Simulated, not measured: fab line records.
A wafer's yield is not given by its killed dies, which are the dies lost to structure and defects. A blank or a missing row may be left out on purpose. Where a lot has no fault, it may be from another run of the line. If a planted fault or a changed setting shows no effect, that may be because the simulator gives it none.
A lot that was struck, set against a sound lot	flow sky130	15 steps out of a route of 708
Sound: these wafers, L895.1, L895.2, L895.3. The struck wafers were L904.2, L904.4, L904.6. The cause is given at the end.
For every step that has rows: the tool of each side, followed by ch and its chambers, followed by its first start. Under that, the readings that differ: sound wafers	struck wafers	difference of the means	sigmas: that difference in standard deviations of wafers without a fault.
alike: readings whose means differ by less than 2 such deviations, and words and numbers that are the same on both sides. not compared: withheld readings, readings that some wafer has no value for, bounds like >300 that may hide the same value, and numbers for which the record gives no deviation and whose values overlap.
The two part at a step that has a row with sigmas, a row that says differs or no value, or rows on one side only. Numbers that have no deviation but don't overlap get no sigmas and don't part them. Lack of a reading on every wafer of one side parts them only where that side has two or more wafers.

SKY_VT_ADJUST_NCORE_STRIP_10: strips in O2/N2.
  sound on plasmaAsher-01 ch 0,1, day 8 22:02; struck on plasmaAsher-03 ch 0, day 11 13:35
  alike: drypumpMotorCurrentA, n2FlowSccm, oesProductAu, stripTimeToEndpointS
  not compared: rfHoursCounterH
SKY_VT_ADJUST_NCORE_TW_MEAS_11:
  sound: filmMetro-04 at day 8 22:08; struck: filmMetro-03 at day 11 13:42
  alike: VT_ADJUST_NCORE_TW
then, 3 steps without rows for these wafers: SKY_VT_ADJUST_HVTR_DEHYDRATE_00 (time 60 s); SKY_VT_ADJUST_HVTR_HMDS_01 (prime time 60 s); SKY_VT_ADJUST_HVTR_COAT_02 (resist thk 1140 nm).
SKY_VT_ADJUST_HVTR_SOFTBAKE_03: time 60.99 s.
  sound on lithoTrack-03 ch 0, day 9 08:35; struck on lithoTrack-02 ch 0, day 12 01:26
  alike: plateSensorTCentreC, plateSensorTEdgeC
then, 3 steps without rows for these wafers: SKY_VT_ADJUST_HVTR_EXPOSE_04 (exposes mask HVTRM, target cd 380 nm); SKY_VT_ADJUST_HVTR_PEB_05; SKY_VT_ADJUST_HVTR_DEVELOP_06 (develop time 60 s).
SKY_VT_ADJUST_HVTR_CD_MEAS_07: target cd 380 nm.
  sound: cdSem-01 at day 9 20:02; struck: cdSem-02 at day 12 13:56
  alike: cdNm
SKY_VT_ADJUST_HVTR_OVL_MEAS_08:
  sound: overlay-01 at day 9 20:09; struck: overlay-01 at day 12 14:02
  alike: VT_ADJUST_HVTR_OVL
after that, 1 step had no rows for these wafers: SKY_VT_ADJUST_HVTR_IMPLANT_09.
SKY_VT_ADJUST_HVTR_STRIP_10: strips in O2/N2.
  sound on plasmaAsher-03 ch 0,1, day 9 20:20; struck on plasmaAsher-03 ch 0,1, day 12 14:13
reading	sound	struck	difference	sigmas
oesProductAu (a.u.)	0.716 0.719 0.718	0.645 0.658 0.647	-0.068	-16
stripTimeToEndpointS (s)	14.16 14.13 14.10	16.29 16.34 16.31	+2.18	+44
  alike: drypumpMotorCurrentA, n2FlowSccm
  not compared: rfHoursCounterH
SKY_VT_ADJUST_HVTR_TW_MEAS_11:
  sound: filmMetro-03 at day 9 20:26; struck: filmMetro-01 at day 12 14:22
  alike: VT_ADJUST_HVTR_TW
-- record jumps: 36 days separate the struck wafers' starts on either side; left off in module VT_ADJUST_HVTR, taken up again in module PAD_OPEN, whose first shown step is the route's number 708 --
SKY_PAD_OPEN_PROBE_99:
  sound: prober-02 at day 46 03:17; struck: prober-01 at day 48 08:41
  alike: killed_at_M0_to_M3, killed_at_M4_up, killedAtContacts, killedAtFrontEnd, killedAtOther, killedDies, killedOpen, killedShort

== WHERE THEY PART ==
At SKY_VT_ADJUST_HVTR_STRIP_10 and nowhere else, as far as this record goes. Later steps at which nothing parts them and some readings are alike: SKY_VT_ADJUST_HVTR_TW_MEAS_11, SKY_PAD_OPEN_PROBE_99.

WHY: whatever the simulator had introduced
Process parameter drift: plasmaAsher-03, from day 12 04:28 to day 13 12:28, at SKY_VT_ADJUST_HVTR_STRIP_10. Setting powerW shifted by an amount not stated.
